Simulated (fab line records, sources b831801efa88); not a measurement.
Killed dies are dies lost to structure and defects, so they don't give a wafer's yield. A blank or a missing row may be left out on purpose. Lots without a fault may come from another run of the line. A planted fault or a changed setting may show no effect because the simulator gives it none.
One fault seen from 2 desks | flow gf180mcu | each desk has only its own numbers; what lay behind them comes last

THE METROLOGY DESK
What the gauges read, lot by lot, whatever tool the lot ran on: means of the sampled wafers that have a number. A lot is out of limits, marked OUT, if its mean lies more than 4 standard deviations from the usual mean; the brackets give that distance.
Columns: A = PASSIVATION_CVD_00_THK at GF_PASSIVATION_THK_MEAS_01, usual 1004 nm
lot  | first seen here | A
L606 | day 27 18:10    | 999
L608 | day 28 10:29    | 1001
L609 | day 28 22:05    | 1004
L610 | day 29 07:12    | 1005
L613 | day 30 13:01    | 1010
L615 | day 30 19:19    | 1013
L619 | day 32 02:28    | 997
L618 | day 32 04:32    | 1000
L621 | day 32 18:22    | 992
L622 | day 33 04:31    | 993
L626 | day 33 12:14    | 1008
L627 | day 33 22:10    | 1009
This desk's finding: nothing out of limits on any of the 12 lots.

THE TOOL OWNER'S DESK: plasma_asher-02
The tool's own readings at GF_M4_STRIP_17 (strips in O2/N2): means of the sampled wafers that have a number, for each lot that ran on this tool. A lot is out of limits, marked OUT, if its mean lies more than 4 standard deviations from the usual mean; the brackets give that distance.
Columns: A = chamber_pressure_mTorr at GF_M4_STRIP_17, usual 1500.2 mTorr; B = drypump_motor_current_A at GF_M4_STRIP_17, usual 5.8 A; C = heater_power_w at GF_M4_STRIP_17, usual 321 W; D = oes_product_au at GF_M4_STRIP_17, usual 0.538 a.u.; E = strip_time_to_endpoint_s at GF_M4_STRIP_17, usual 7.38 s
lot  | first seen here | A      | B   | C   | D     | E
L608 | day 23 18:37    | 1500.0 | 5.5 | 354 | 0.535 | 7.39
L609 | day 24 07:01    | 1500.7 | 5.6 | 346 | 0.538 | 7.41
L610 | day 24 17:28    | 1499.4 | 5.6 | 346 | 0.539 | 7.39
L615 | day 26 11:54    | 1499.0 | 5.6 | 352 | 0.539 | 7.35
L618 | day 28 02:17    | 1500.8 | 5.6 | 347 | 0.539 | 7.41
L622 | day 29 04:34    | 1498.9 | 5.7 | 344 | 0.536 | 7.43
L626 | day 29 13:16    | 1500.1 | 5.6 | 344 | 0.542 | 7.35
This desk's finding: nothing out of limits on any of the 7 lots.

PUT TOGETHER
The metrology desk saw nothing out of limits.
The tool owner's desk saw nothing out of limits.

WHAT THE SIMULATOR HAD PUT IN
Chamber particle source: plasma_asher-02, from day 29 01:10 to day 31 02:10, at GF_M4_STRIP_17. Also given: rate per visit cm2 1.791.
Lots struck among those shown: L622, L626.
